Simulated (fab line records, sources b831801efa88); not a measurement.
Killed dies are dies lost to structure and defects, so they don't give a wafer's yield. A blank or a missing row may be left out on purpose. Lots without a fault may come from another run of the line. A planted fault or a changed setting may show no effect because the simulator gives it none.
A struck lot beside a sound one | flow gf180mcu | 14 steps out of a route of 602
Sound: wafers L194.2, L194.4, L194.5. Struck: wafers L185.1, L185.2, L185.3. The cause comes at the end.
At each step with rows: each side's tool, then ch and its chambers, then its first start. Under that, the readings that differ: sound wafers | struck wafers | difference of the means | sigmas: that difference in standard deviations of wafers without a fault.
alike: readings whose means differ by less than 2 such deviations, and words and numbers that are the same on both sides. not compared: withheld readings, readings that some wafer has no value for, bounds like >300 that may hide the same value, and numbers for which the record gives no deviation and whose values overlap.
The two part at a step that has a row with sigmas, a row that says differs or no value, or rows on one side only. Numbers that don't overlap but have no deviation are shown without sigmas and don't part them. A reading that every wafer of one side lacks parts them only if that side has two wafers or more.

GF_SAB_THK_MEAS_01:
  sound on film_metro-01, day 19 10:22; struck on film_metro-01, day 16 06:40
  alike: SAB_CVD_00_THK
then, 7 steps without rows for these wafers: GF_SAB_DEHYDRATE_02 (time 60 s); GF_SAB_HMDS_03 (prime time 60 s); GF_SAB_COAT_04 (resist thk 1000 nm); GF_SAB_SOFTBAKE_05 (time 60 s); GF_SAB_EXPOSE_06 (exposes mask SAB, target cd 420 nm); GF_SAB_PEB_07; GF_SAB_DEVELOP_08 (develop time 60 s).
GF_SAB_CD_MEAS_09: target cd 420 nm.
  sound on cd_sem-01, day 20 11:04; struck on cd_sem-02, day 17 04:55
  alike: cd_nm
GF_SAB_OVL_MEAS_10:
  sound on overlay-02, day 20 11:10; struck on overlay-01, day 17 05:02
  reading      | sound       | struck         | difference | sigmas
  SAB_OVL (nm) | 0.9 1.8 0.0 | -3.6 -1.1 -0.8 | -2.7       | -2
GF_SAB_ETCH_11: etches SiO2 in C4F8/O2/Ar, target depth 55 nm, time 8.5 s.
  sound on rie_diel-01 ch 0,1, day 20 11:12; struck on rie_diel-02 ch 1,2,3, day 17 05:05
  alike: oes_product_au
  not compared: rf_hours_counter_h
then, 1 step without rows for these wafers: GF_SAB_WET_ETCH_12 (etches SiO2 in dHF, target depth 22 nm, time 440 s).
GF_SAB_STRIP_13: strips in O2/N2.
  sound on plasma_asher-04 ch 0,1, day 20 11:21; struck on plasma_asher-03 ch 0,1, day 17 05:14
  no value came back on the struck wafers for any of 5 readings (chamber_pressure_mTorr (mTorr), drypump_motor_current_A (A) and others); on the sound wafers chamber_pressure_mTorr (mTorr) reads 1500.8 1501.6 1501.6
  reading                                  | sound | struck          | difference | sigmas
  model.NOVOLAK_of_SAB_COAT_04.thk_nm (nm) | 0 0 0 | 991.4 990 991.8 | +991.1     |
  not compared: rf_hours_counter_h
-- the record jumps here: 14 days lie between the struck wafers' starts before and after (it left off in module SAB and takes up again in module PASSIVATION, whose first step shown is number 602 of the route) --
GF_PASSIVATION_PROBE_99:
  the record has rows for the struck wafers here (prober-02, day 30 18:17) and none for the sound ones

WHERE THEY PART
First at GF_SAB_OVL_MEAS_10; last, within this record, at GF_PASSIVATION_PROBE_99.

WHY: what the simulator had put in
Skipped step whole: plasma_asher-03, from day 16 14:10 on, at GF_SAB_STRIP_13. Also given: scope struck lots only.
